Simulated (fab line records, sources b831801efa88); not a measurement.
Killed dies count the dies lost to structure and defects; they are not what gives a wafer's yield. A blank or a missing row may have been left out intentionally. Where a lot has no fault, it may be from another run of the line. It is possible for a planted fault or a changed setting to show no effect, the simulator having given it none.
Problem report, 8D (eight disciplines) form, completed by code / flow sky130 / the parts of the form that need people (team, actions taken, sign-off) are left out

## 1. THE PROBLEM
killed_at_M4_up at SKY_PAD_OPEN_PROBE_99 reads a mean of 68.0 on 2 wafers of 2 lots; wafers without a fault read 3.0 with a standard deviation of 1.8. Relative to the usual mean, that is a shift of +36 standard deviations.
First observed at day 49 23:02: wafer L133.2, on prober-02. The record has a number at this step for 6 wafers belonging to 2 lots. Rule for "out" (also "out of limits"): further than 4 standard deviations from the usual mean. The other wafers with a number count as sound.

## 2. WHAT IT IS AND WHAT IT IS NOT
question=which readings at this step | is=killed_at_M4_up, defect-limited-yield, killed-dies, sort_bin_3_pad_short, sort_bin_5_function, sort-n-pass, sort-yield-pct | is not=killed_at_M0_to_M3, killed-at-contacts, killed-at-front-end, killed-at-other, killed-open, killed-short, sort_bin_6_memory
question=which lots | is=L133, L134 | is not=-
question=which wafers of those lots | is=L133.2, L134.5 | is not=L133.3, L133.4, L134.1, L134.4
question=read on which tools | is=prober-01, prober-02 | is not=-
question=when | is=from day 49 23:02 | is not=up to then (0 sound wafers); but 4 sound wafers of L133, L134 came after

## 3. WHAT RULES OUT EACH SUSPECT
Counting: if a tool at a process step up to the reading ran every lot that is out, it stays a suspect. Sound lots after the first of them don't rule it out here, since some wafers of a struck lot are sound.
- pvd-sputter-04 at SKY_METAL4_SPUTTER_02 (material AlCu, target thk 735 nm, time 39.1 s): kept. It ran every lot that is out, first L133 (day 44 19:06).
- pecvd-03 at SKY_PASSIVATION_CVD_00 (deposits SiO2, target thk 90 nm): kept. It ran every lot that is out, first L133 (day 48 10:15).
The count leaves pecvd-03 at SKY_PASSIVATION_CVD_00 and pvd-sputter-04 at SKY_METAL4_SPUTTER_02.

## 4. THE CAUSE (what the simulator had put in)
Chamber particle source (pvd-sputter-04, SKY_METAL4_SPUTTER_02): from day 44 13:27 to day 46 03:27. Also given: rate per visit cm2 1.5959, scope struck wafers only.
Counting left 2 suspects, and this tool is among them.

## 5. THE CHAIN OF EFFECTS, in route order
One row per reading whose mean, taken over the struck wafers that have a number, lies over 3 standard deviations from the usual. Only readings for which the record gives a usual standard deviation are gone through. hours: the time from each lot's start at the first step in this table that gives one to its start at this step, as a median over the lots. sigmas: the change in usual standard deviations.
hours=0; step=SKY_PAD_OPEN_PROBE_99; reading=defect-limited-yield; usual=82.5 %; on struck wafers=69.6; change=-12.9; sigmas=-6.8
hours=0; step=SKY_PAD_OPEN_PROBE_99; reading=killed_at_M4_up; usual=3.0; on struck wafers=68.0; change=+65.0; sigmas=+36
hours=0; step=SKY_PAD_OPEN_PROBE_99; reading=killed-dies; usual=86; on struck wafers=150; change=+64; sigmas=+6.8
hours=0; step=SKY_PAD_OPEN_PROBE_99; reading=sort_bin_3_pad_short; usual=0.9 %; on struck wafers=4.5; change=+3.6; sigmas=+8.8
hours=0; step=SKY_PAD_OPEN_PROBE_99; reading=sort_bin_5_function; usual=10.4 %; on struck wafers=18.8; change=+8.4; sigmas=+6.0
hours=0; step=SKY_PAD_OPEN_PROBE_99; reading=sort-n-pass; usual=406; on struck wafers=342; change=-64; sigmas=-6.8
hours=0; step=SKY_PAD_OPEN_PROBE_99; reading=sort-yield-pct; usual=82.5 %; on struck wafers=69.6; change=-12.9; sigmas=-6.8
Here are the process steps it includes:
- SKY_PAD_OPEN_PROBE_99

## 6. HOW IT WOULD HAVE BEEN CAUGHT EARLIER
First out-of-limits reading in this record: day 49 23:02, which is 130 hours after fault onset at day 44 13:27.
Of the tool readings at SKY_METAL4_SPUTTER_02 for which the record gives a usual standard deviation, none was out on any struck wafer, so an alarm limit of 4 standard deviations on them would not have fired.
The start of SKY_METAL4_SPUTTER_02 on pvd-sputter-04 came by day 49 23:02 for every one of the lots that are out (2). Had the tool been put on hold then, not one of them would have been saved.
